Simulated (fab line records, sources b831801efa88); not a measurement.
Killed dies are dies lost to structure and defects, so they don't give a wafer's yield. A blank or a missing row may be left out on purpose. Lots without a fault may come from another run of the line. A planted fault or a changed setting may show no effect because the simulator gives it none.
Which tool did it? | flow sky130 | 11 lots, 33 wafers sampled, at 5 steps of a route of 708

WHAT THE GAUGES READ, wafer by wafer
SKY_METAL5_THK_MEAS_06: measures by xrf. Usual: METAL5_ALCU_THK 1139 nm, standard deviation 22.
lot  | measured     | on            | METAL5_ALCU_THK (nm) | flag
L879 | day 43 01:58 | film_metro-02 | 1165 1192 1142       |
L880 | day 43 06:59 | film_metro-01 | 1127 1130 1171       |
L881 | day 43 10:04 | film_metro-02 | 1157 1151 1168       |
L884 | day 44 14:34 | film_metro-03 | 1151 1128 1136       |
L885 | day 44 19:36 | film_metro-02 | 1145 1141 1152       |
L894 | day 46 22:14 | film_metro-01 | 1147 1135 1145       |
L896 | day 47 11:08 | film_metro-02 | 1128 1177 1150       |
L897 | day 47 20:26 | film_metro-01 | 1133 1097 1110       |
L898 | day 47 23:01 | film_metro-02 | 1131 1146 1133       |
L900 | day 48 09:52 | film_metro-03 | 1095 1102 1107       |
L901 | day 48 11:52 | film_metro-02 | 1100 1126 1128       |

SKY_PASSIVATION_THK_MEAS_03. Usual: PASSIVATION_CVD_02_THK 541 nm, standard deviation 7.6.
lot  | measured     | on            | PASSIVATION_CVD_02_THK (nm) | flag
L879 | day 44 01:29 | film_metro-04 | 530 543 543                 |
L880 | day 44 06:28 | film_metro-03 | 542 552 551                 |
L881 | day 44 10:25 | film_metro-03 | 540 550 544                 |
L884 | day 45 13:24 | film_metro-04 | 540 538 541                 |
L885 | day 45 18:07 | film_metro-04 | 539 537 540                 |
L894 | day 47 19:38 | film_metro-02 | 571 532 583                 |
L896 | day 48 07:31 | film_metro-04 | 535 539 535                 |
L897 | day 48 16:24 | film_metro-02 | 546 548 552                 |
L898 | day 48 19:04 | film_metro-04 | 523 530 539                 |
L900 | day 49 05:19 | film_metro-04 | 540 553 554                 |
L901 | day 49 06:51 | film_metro-04 | 547 551 551                 |

WHICH TOOL RAN EACH LOT (tool, then ch and the chambers of the sampled wafers, then the start)
lot  | SKY_VIA4_CMP_21               | SKY_METAL5_METAL_ETCH_15          | SKY_PASSIVATION_CVD_02
L879 | cmp-01 ch 0,1,3, day 43 01:22 | rie_metal-02 ch 0,1, day 44 00:12 | pecvd-01 ch 0,1,2, day 44 01:14
L880 | cmp-02 ch 0,2,3, day 43 06:29 | rie_metal-04 ch 0,1, day 44 05:23 | pecvd-01 ch 0,1,2, day 44 06:19
L881 | cmp-02 ch 0,1, day 43 09:28   | rie_metal-02 ch 0,1, day 44 09:20 | pecvd-01 ch 1,2, day 44 10:10
L884 | cmp-01 ch 0,1, day 44 13:58   | rie_metal-03 ch 0,1, day 45 12:15 | pecvd-03 ch 1,2, day 45 13:10
L885 | cmp-01 ch 0,1,2, day 44 19:01 | rie_metal-02 ch 1, day 45 16:45   | pecvd-03 ch 1,2, day 45 17:53
L894 | cmp-01 ch 0,1,2, day 46 21:38 | rie_metal-04 ch 0,1, day 47 18:27 | pecvd-01 ch 0,1, day 47 19:25
L896 | cmp-02 ch 0,1,2, day 47 10:40 | rie_metal-02 ch 0,1, day 48 06:17 | pecvd-03 ch 1,2, day 48 07:16
L897 | cmp-01 ch 0,1,2, day 47 19:52 | rie_metal-03 ch 0,1, day 48 15:15 | pecvd-03 ch 0,2, day 48 16:09
L898 | cmp-01 ch 0,1, day 47 22:28   | rie_metal-02 ch 0,1, day 48 17:52 | pecvd-04 ch 1,2, day 48 18:50
L900 | cmp-02 ch 0,3, day 48 09:19   | rie_metal-04 ch 0,1, day 49 04:14 | pecvd-03 ch 0,1,2, day 49 05:04
L901 | cmp-02 ch 0,2,3, day 48 11:17 | rie_metal-02 ch 0, day 49 05:37   | pecvd-03 ch 0,1,2, day 49 06:37
- SKY_VIA4_CMP_21: polishes, stops on SiO2, t overpolish 25 s, target thk 0 nm.
- SKY_METAL5_METAL_ETCH_15: etches the open film in Cl2/BCl3, stops on SiO2, target depth 1260 nm, time 252 s.
- SKY_PASSIVATION_CVD_02: deposits Si3N4, target thk 540 nm.

WHAT THE TOOLS THEMSELVES READ (means of the sampled wafers that have a number; where no wafer has one, the mark that the record gives instead)
SKY_VIA4_CMP_21. Usual: motor_current_A 10.5 A, standard deviation 0.79; overpolish_run_s 24.999 s, standard deviation 0.009; platen_rpm 60.00 rpm, standard deviation 0.042; slurry_filter_dp_kPa 13.51 kPa, standard deviation 0.13; time_to_endpoint_s 126 s, standard deviation 5.1.
lot  | tool   | motor_current_A (A) | overpolish_run_s (s) | platen_rpm (rpm) | slurry_filter_dp_kPa (kPa) | time_to_endpoint_s (s) | flag
L879 | cmp-01 | 10.7                | 24.997               | 59.99            | 13.57                      | 123                    |
L880 | cmp-02 | 10.2                | 24.997               | 60.00            | 13.48                      | 124                    |
L881 | cmp-02 | 10.7                | 25.001               | 60.01            | 13.44                      | 126                    |
L884 | cmp-01 | 10.2                | 24.993               | 59.93            | 13.38                      | 126                    |
L885 | cmp-01 | 10.3                | 24.996               | 60.04            | 13.47                      | 124                    |
L894 | cmp-01 | 10.6                | 25.001               | 59.98            | 13.47                      | 124                    |
L896 | cmp-02 | 10.7                | 25.006               | 60.01            | 13.42                      | 123                    |
L897 | cmp-01 | 10.6                | 24.991               | 60.00            | 13.39                      | 126                    |
L898 | cmp-01 | 10.3                | 24.996               | 59.98            | 13.58                      | 129                    |
L900 | cmp-02 | 10.3                | 25.001               | 60.07            | 13.61                      | 125                    |
L901 | cmp-02 | 10.4                | 25.006               | 59.99            | 13.42                      | 123                    |

SKY_METAL5_METAL_ETCH_15. Usual: drypump_motor_current_A 5.6 A, standard deviation 0.33; oes_product_au 0.894 a.u., standard deviation 0.0053; throttle_valve_pct 22.264 %, standard deviation 0.01.
lot  | tool         | drypump_motor_current_A (A) | oes_product_au (a.u.) | throttle_valve_pct (%) | flag
L879 | rie_metal-02 | 5.8                         | 0.894                 | 22.258                 |
L880 | rie_metal-04 | 5.2                         | 0.896                 | 22.260                 |
L881 | rie_metal-02 | 5.9                         | 0.896                 | 22.266                 |
L884 | rie_metal-03 | 5.7                         | 0.895                 | 22.267                 |
L885 | rie_metal-02 | 5.7                         | 0.892                 | 22.271                 |
L894 | rie_metal-04 | 5.4                         | 0.893                 | 22.280                 |
L896 | rie_metal-02 | 5.9                         | 0.893                 | 22.254                 |
L897 | rie_metal-03 | 5.7                         | 0.892                 | 22.263                 |
L898 | rie_metal-02 | 5.8                         | 0.890                 | 22.278                 |
L900 | rie_metal-04 | 5.2                         | 0.890                 | 22.261                 |
L901 | rie_metal-02 | 6.0                         | 0.893                 | 22.271                 |

SKY_PASSIVATION_CVD_02. Usual: heater_power_w 781 W, standard deviation 150.
lot  | tool     | heater_power_w (W) | flag
L879 | pecvd-01 | 725                |
L880 | pecvd-01 | 718                |
L881 | pecvd-01 | 613                |
L884 | pecvd-03 | 984                |
L885 | pecvd-03 | 966                |
L894 | pecvd-01 | 720                |
L896 | pecvd-03 | 945                |
L897 | pecvd-03 | 891                |
L898 | pecvd-04 | 707                |
L900 | pecvd-03 | 894                |
L901 | pecvd-03 | 883                |

THE ANSWER, worked out from the rows above alone
Rule: a lot is off if the mean of its wafers that have a number lies more than 3 standard deviations from the usual mean. A lot without any number at a reading at which 4 lots or more have one is off too. The other lots that the step has rows for count as sound. The gauges are gone through in route order, then the tools' own readings, and for those a lot's mean is taken as printed above. The first step at which some lot is off is used, and at that step the reading that is off furthest; a lot without a number counts as furthest.
No lot is off at any reading shown: from this, nothing can be told.

WHAT THE SIMULATOR HAD PUT IN
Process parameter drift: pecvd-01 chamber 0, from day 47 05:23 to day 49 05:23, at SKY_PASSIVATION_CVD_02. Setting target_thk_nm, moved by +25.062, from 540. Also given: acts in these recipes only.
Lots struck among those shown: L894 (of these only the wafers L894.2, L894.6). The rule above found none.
